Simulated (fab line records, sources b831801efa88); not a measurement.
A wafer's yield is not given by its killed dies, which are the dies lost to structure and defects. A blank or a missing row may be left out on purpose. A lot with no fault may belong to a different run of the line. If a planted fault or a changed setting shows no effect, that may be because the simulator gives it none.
Which tool was responsible?    flow sky130    13 lots, 39 wafers sampled, at 5 steps of a route of 708

WHAT EACH GAUGE READ, for each wafer
SKY_VT_ADJUST_PCH_TW_MEAS_10.
lot   measured      on             VT_ADJUST_PCH_TW
L971  day 11 01:22  film metro-02  142.4 141.7 141.8
L973  day 11 20:11  film metro-04  143.7 143.6 143.0
L976  day 12 12:07  film metro-04  142.1 142.2 141.8
L977  day 12 22:47  film metro-04  142.4 141.6 142.2
L978  day 12 22:49  film metro-01  143.2 141.6 142.0
L979  day 13 12:55  film metro-02  141.3 142.3 141.7
L981  day 13 22:22  film metro-02  143.2 141.6 141.4
L984  day 15 13:02  film metro-01  149.1 149.2 149.3
L986  day 16 07:41  film metro-04  150.5 151.7 151.0
L990  day 17 13:56  film metro-04  143.1 142.6 142.7
L991  day 17 17:30  film metro-01  142.5 142.2 141.6
L992  day 17 23:01  film metro-01  142.3 142.1 141.9
L993  day 18 05:28  film metro-01  141.9 141.1 141.8

SKY_GATE_OXIDE_OVL_MEAS_10.
lot   measured      on          GATE_OXIDE_OVL (nm)
L971  day 14 13:37  overlay-01  -2.2 -2.4 -1.3
L973  day 15 09:20  overlay-01  0.8 3.5 2.7
L976  day 16 05:02  overlay-02  0.0 3.6 2.3
L977  day 16 14:29  overlay-02  -0.6 1.6 0.1
L978  day 16 18:40  overlay-01  -0.4 0.4 1.3
L979  day 17 06:16  overlay-01  -1.8 -3.4 -0.9
L981  day 17 18:18  overlay-02  -0.2 -0.3 -0.4
L984  day 19 14:14  overlay-01  -0.1 0.0 -0.6
L986  day 20 11:43  overlay-01  0.7 -0.4 0.5
L990  day 21 19:59  overlay-02  1.5 0.2 1.8
L991  day 22 03:17  overlay-01  2.2 2.8 2.2
L992  day 22 03:42  overlay-02  0.7 0.6 0.9
L993  day 22 12:26  overlay-02  0.4 1.5 -0.2

SKY_POLY_CUT_OVL_MEAS_09.
lot   measured      on          POLY_CUT_OVL (nm)
L971  day 25 01:32  overlay-02  4 1 -2
L973  day 26 01:48  overlay-02  -2 1 3
L976  day 26 20:41  overlay-01  5 8 17
L977  day 27 09:10  overlay-02  -8 -5 -1
L978  day 27 10:06  overlay-02  4 -1 6
L979  day 28 01:48  overlay-02  -3 -4 -6
L981  day 28 10:40  overlay-01  -2 -6 -1
L984  day 30 03:37  overlay-01  12 1 5
L986  day 30 21:45  overlay-02  -2 3 -1
L990  day 32 04:59  overlay-01  0 -4 -2
L991  day 32 12:23  overlay-01  -3 -3 2
L992  day 32 10:07  overlay-01  -5 -3 -10
L993  day 32 16:07  overlay-02  0 -6 -2

SKY_SD_N_RS_MEAS_18: uses a four-point probe to measure.
lot   measured      on             RES_XHIGH_RS (ohm/sq)
L971  day 28 19:16  film metro-02  332.8 335.1 333.9
L973  day 29 17:52  film metro-02  331.4 331.6 332.2
L976  day 30 13:31  film metro-04  332.2 331.9 330.9
L977  day 31 00:26  film metro-01  332.7 332.7 333.3
L978  day 31 02:00  film metro-02  332.6 332.4 332.5
L979  day 31 17:10  film metro-02  332.7 332.4 331.0
L981  day 32 00:22  film metro-01  335.2 334.6 334.9
L984  day 33 15:54  film metro-02  333.6 333.2 331.7
L986  day 34 08:39  film metro-01  333.2 331.9 331.8
L990  day 35 14:53  film metro-01  332.4 333.3 332.5
L991  day 35 22:29  film metro-02  334.8 333.3 334.1
L992  day 35 17:47  film metro-04  332.2 332.4 332.5
L993  day 36 01:50  film metro-04  334.3 333.4 333.2

TOOL THAT RAN EACH LOT (tool first, then ch and the chambers of the sampled wafers, then the start)
lot   SKY_VT_ADJUST_PCH_IMPLANT_08
L971  implanter-03 ch 0, day 11 01:07
L973  implanter-01 ch 0, day 11 19:58
L976  implanter-03 ch 0, day 12 11:53
L977  implanter-03 ch 0, day 12 22:34
L978  implanter-01 ch 0, day 12 22:35
L979  implanter-03 ch 0, day 13 12:41
L981  implanter-01 ch 0, day 13 22:07
L984  implanter-03 ch 0, day 15 12:49
L986  implanter-03 ch 0, day 16 07:27
L990  implanter-02 ch 0, day 17 13:42
L991  implanter-01 ch 0, day 17 17:18
L992  implanter-01 ch 0, day 17 22:46
L993  implanter-02 ch 0, day 18 05:14
- SKY_VT_ADJUST_PCH_IMPLANT_08

WHAT THE TOOLS THEMSELVES READ (means of the sampled wafers that have a number; where no wafer has one, the mark that the record gives instead)
SKY_VT_ADJUST_PCH_IMPLANT_08.
lot   tool          beam on s (s)  end station pressure torr (Torr)  faraday current uA
L971  implanter-03  10.03          5e-06                             2.81
L973  implanter-01  10.00          5e-06                             2.83
L976  implanter-03  9.95           5e-06                             2.83
L977  implanter-03  9.86           5e-06                             2.86
L978  implanter-01  10.07          5e-06                             2.81
L979  implanter-03  10.00          5e-06                             2.82
L981  implanter-01  10.22          5e-06                             2.76
L984  implanter-03  12.05          1e-04                             2.37
L986  implanter-03  12.03          1e-04                             2.37
L990  implanter-02  9.94           5e-06                             2.83
L991  implanter-01  10.11          5e-06                             2.79
L992  implanter-01  9.85           5e-06                             2.86
L993  implanter-02  10.16          5e-06                             2.78

THE ANSWER, worked out from the rows above alone
Rule: the lots themselves supply what counts as usual. The widest of any qualifying gaps counts: lots, ordered by their means at a reading, are off when they make up no more than a third of the lots, leave a main group of 4 or more, and stand apart from it by 3 or more times the standard deviation of that group's means. A main group is skipped when, at the precision printed for the reading in the tables above, its means are all equal. Also off: a lot with no number at a reading for which 4 or more lots have one. All remaining lots with rows at the step are treated as sound. First the gauges in route order, then the tools' own readings, where a lot's mean is used as printed above. The first step at which some lot is off is used, and at that step the reading that is off furthest; a lot without a number counts as furthest.
Off: L984, L986, seen at SKY_VT_ADJUST_PCH_TW_MEAS_10 (VT_ADJUST_PCH_TW). Main group: mean 142.2, sd 0.48.
If a tool, at a process step before that reading, ran all the lots that are off and no sound lot after the first of them, it fits. The gauges at SKY_VT_ADJUST_PCH_TW_MEAS_10 aren't tried: what is off there is off at SKY_VT_ADJUST_PCH_IMPLANT_08 too, on other tools, and a gauge's error can't cause that. One fits: SKY_VT_ADJUST_PCH_IMPLANT_08 on implanter-03. Its last sound lot is L979 (day 13 12:41), its first lot that is off L984 (day 15 12:49): a fault that began between those two fits.
The tool's own readings at SKY_VT_ADJUST_PCH_IMPLANT_08 bear it out: on the lots that are off they differ by more than 5 times the standard deviation of the sound lots' means. beam on s reads 12.04 s there against 10.02 s on the sound lots; end station pressure torr reads 1e-04 Torr there against 5e-06 Torr on the sound lots; faraday current uA reads 2.37 there against 2.82 on the sound lots.

WHAT THE SIMULATOR HAD PUT IN
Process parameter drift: implanter-03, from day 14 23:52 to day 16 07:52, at SKY_VT_ADJUST_PCH_IMPLANT_08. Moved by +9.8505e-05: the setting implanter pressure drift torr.
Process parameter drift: implanter-03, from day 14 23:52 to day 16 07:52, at SKY_VT_ADJUST_PCH_IMPLANT_08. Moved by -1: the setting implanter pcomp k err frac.
Lots struck among those shown: L984, L986. This agrees with what the rule above found.
